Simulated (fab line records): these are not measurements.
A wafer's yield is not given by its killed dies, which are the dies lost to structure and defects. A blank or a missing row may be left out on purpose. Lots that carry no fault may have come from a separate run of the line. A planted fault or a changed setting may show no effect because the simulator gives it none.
Comparing a struck lot with a sound one / flow sky130 / 17 out of 708 route steps
Sound: the wafers L278.1, L278.4, L278.5. The struck wafers were L269.1, L269.4, L269.5. The cause is named last.
Order at every step that has rows: each side's tool, ch and its chambers, its first start. Under that, the readings that differ: sound wafers / struck wafers / difference of the means / sigmas: that difference in standard deviations of wafers without a fault.
alike: readings with means less than 2 such deviations apart, plus words and numbers identical on both sides. not compared: withheld readings, readings lacking a value on some wafer, bounds such as >300 that could conceal the same value, and numbers that have no deviation in the record and whose values overlap.
The two part at a step that has a row with sigmas, a row that says differs or no value, or rows on one side only. Numbers that don't overlap but have no deviation are shown without sigmas and don't part them. Lack of a reading on every wafer of one side parts them only where that side has two or more wafers.

first, 1 step without rows for these wafers: SKY_NWELL_IMPLANT_24.
SKY_NWELL_STRIP_25: strips in O2/N2.
  sound on plasmaAsher-02 ch 0, day 10 05:46; struck on plasmaAsher-03 ch 0,1, day 7 05:55
  alike: drypumpMotorCurrentA, oesProductAu, stripTimeToEndpointS
  not compared: rfHoursCounterH
SKY_NWELL_TW_MEAS_26:
  struck on filmMetro-04, day 7 06:01; sound on filmMetro-04, day 10 05:52
  alike: NWELL_2_TW
then, 1 step without rows for these wafers: SKY_NWELL_CLEAN_27 (cleans in SC1/SC2, time 150 s).
SKY_NWELL_RTA_28: time 30 s.
  sound on rtpAnneal-02 ch 0, day 10 05:59; struck on rtpAnneal-01 ch 0, day 7 06:07
  alike: chamberO2Ppm, lampPowerPct, wafer_temp_C_max
SKY_NWELL_RS_MEAS_29: measurement is done with a four-point probe.
  struck on filmMetro-02, day 7 06:13; sound on filmMetro-04, day 10 06:05
  alike: NWELL_RS
SKY_NWELL_RS_MEAS_31: measurement is done with a four-point probe.
  struck on filmMetro-02, day 7 06:28; sound on filmMetro-04, day 10 06:19
  alike: PWDE_RS
then, 4 steps without rows for these wafers: SKY_VT_ADJUST_HVTP_DEHYDRATE_00 (time 60 s); SKY_VT_ADJUST_HVTP_HMDS_01 (prime time 60 s); SKY_VT_ADJUST_HVTP_COAT_02 (resist thk 1140 nm); SKY_VT_ADJUST_HVTP_SOFTBAKE_03 (time 60 s).
SKY_VT_ADJUST_HVTP_EXPOSE_04: exposes mask HVTPM, target cd 380 nm.
  sound on ilineStepper-02 ch 0, day 10 17:41; struck on ilineStepper-01 ch 0, day 7 17:26
reading=model.VT_ADJUST_HVTP.overlayXNm (nm); sound=-0.6069 -0.6069 -0.6069; struck=-133.6 -133.6 -133.6; difference=-133.0; sigmas=
  alike: mask, stageVelMmS
then, 2 steps without rows for these wafers: SKY_VT_ADJUST_HVTP_PEB_05; SKY_VT_ADJUST_HVTP_DEVELOP_06 (develop time 60 s).
SKY_VT_ADJUST_HVTP_CD_MEAS_07 targets a cd of 380 nm.
  struck on cdSem-02, day 8 03:10; sound on cdSem-01, day 11 04:36
  alike: cdNm
SKY_VT_ADJUST_HVTP_OVL_MEAS_08:
  struck on overlay-01, day 8 03:29; sound on overlay-01, day 11 04:43
reading=VT_ADJUST_HVTP_OVL (nm); sound=-0.2 0.7 1.2; struck=-132.1 -132.1 -131.6; difference=-132.5; sigmas=-99 or more
  not compared: hold
SKY_PAD_OPEN_PROBE_99:
  sound wafers here have rows in the record (prober-02, day 50 07:35); struck ones have none

== WHERE THEY PART ==
Last at SKY_PAD_OPEN_PROBE_99 as far as this record goes, first at SKY_VT_ADJUST_HVTP_OVL_MEAS_08.

WHY: the cause the simulator had injected
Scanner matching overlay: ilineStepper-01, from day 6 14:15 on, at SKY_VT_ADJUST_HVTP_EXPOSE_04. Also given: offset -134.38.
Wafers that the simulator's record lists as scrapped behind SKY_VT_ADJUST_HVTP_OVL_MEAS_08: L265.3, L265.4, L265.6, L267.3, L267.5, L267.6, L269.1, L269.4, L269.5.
